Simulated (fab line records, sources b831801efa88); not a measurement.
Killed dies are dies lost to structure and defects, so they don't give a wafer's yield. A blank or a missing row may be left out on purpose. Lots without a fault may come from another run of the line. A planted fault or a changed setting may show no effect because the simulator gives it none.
Problem report in the 8D (eight disciplines) form, filled by code | flow gf180mcu | the parts of the form that need people (team, actions taken, sign-off) are left out

1. THE PROBLEM
oes_product_au at GF_PASSIVATION_ETCH_11 reads a mean of 0.912 a.u. on 4 wafers of 2 lots; wafers without a fault read 0.988 a.u. with a standard deviation of 0.006. That is -13 standard deviations from the usual mean.
The step: etches the open film in CF4/O2, stops on TiN, target depth 2040 nm, time 474.9 s.
First seen on wafer L676.4, day 33 21:06, on rie_diel-04. The record holds 36 wafers of 12 lots with a number at this step. Rule for "out", or "out of limits": more than 4 standard deviations from the usual mean. The other wafers with a number count as sound.

2. WHAT IT IS AND WHAT IT IS NOT
question                    | is                             | is not
which readings at this step | oes_product_au                 | drypump_motor_current_A
which lots                  | L676, L679                     | L658, L660, L665, L666, L669, L670, L672, L673, L677, L678
which wafers of those lots  | L676.4, L676.6, L679.4, L679.5 | L676.5, L679.6
read on which tools         | rie_diel-04                    | rie_diel-02
when                        | from day 33 21:06              | up to then (25 sound wafers); but 7 sound wafers of L677, L678, L679 came after

3. SUSPECTS, AND WHAT RULES EACH OUT
Counting: a tool at a process step up to the reading stays a suspect if it ran every lot that is out. Sound lots after the first of them don't rule it out here, since some wafers of a struck lot are sound.
- pvd_sputter-02 at GF_MIM_SPUTTER_09 (material TiN, target thk 35 nm, time 29.2 s): kept. It ran every lot that is out, first L676 (day 30 05:27).
- rie_diel-04 at GF_PASSIVATION_ETCH_11 (etches the open film in CF4/O2, stops on TiN, target depth 2040 nm, time 474.9 s): kept. It ran every lot that is out, first L676 (day 33 21:06); its last sound lot up to then is L673 (day 33 03:30). Its own readings are out on those wafers: oes_product_au.
- Within rie_diel-04 at GF_PASSIVATION_ETCH_11: the wafers that are out ran in chamber 1; their sound lot-mates ran in chambers 0, 2.
Left after counting: pvd_sputter-02 at GF_MIM_SPUTTER_09, rie_diel-04 at GF_PASSIVATION_ETCH_11.

4. THE CAUSE (what the simulator had put in)
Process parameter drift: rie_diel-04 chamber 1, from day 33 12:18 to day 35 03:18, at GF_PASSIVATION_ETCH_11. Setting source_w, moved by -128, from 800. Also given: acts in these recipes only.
Counting left 2 suspects, and this tool is among them.

5. THE CHAIN OF EFFECTS, in route order
Each row: a reading whose mean over the struck wafers that have a number lies more than 3 standard deviations from the usual. Only readings for which the record gives a usual standard deviation are gone through. hours: the time from each lot's start at the first step in this table that gives one to its start at this step, as a median over the lots. sigmas: the change in usual standard deviations.
hours | step                    | reading                  | usual      | on struck wafers | change | sigmas
0     | GF_PASSIVATION_ETCH_11  | oes_product_au           | 0.988 a.u. | 0.912            | -0.076 | -13
0     | GF_PASSIVATION_STRIP_12 | strip_time_to_endpoint_s | 32.17 s    | 34.44            | +2.27  | +8.7
The process steps in it:
- GF_PASSIVATION_ETCH_11: etches the open film in CF4/O2, stops on TiN, target depth 2040 nm, time 474.9 s.
- GF_PASSIVATION_STRIP_12: strips in O2/N2.

6. WHAT WOULD HAVE CAUGHT IT SOONER
In this record the first reading out of limits was taken at day 33 21:06, 9 hours after the fault began at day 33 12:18.
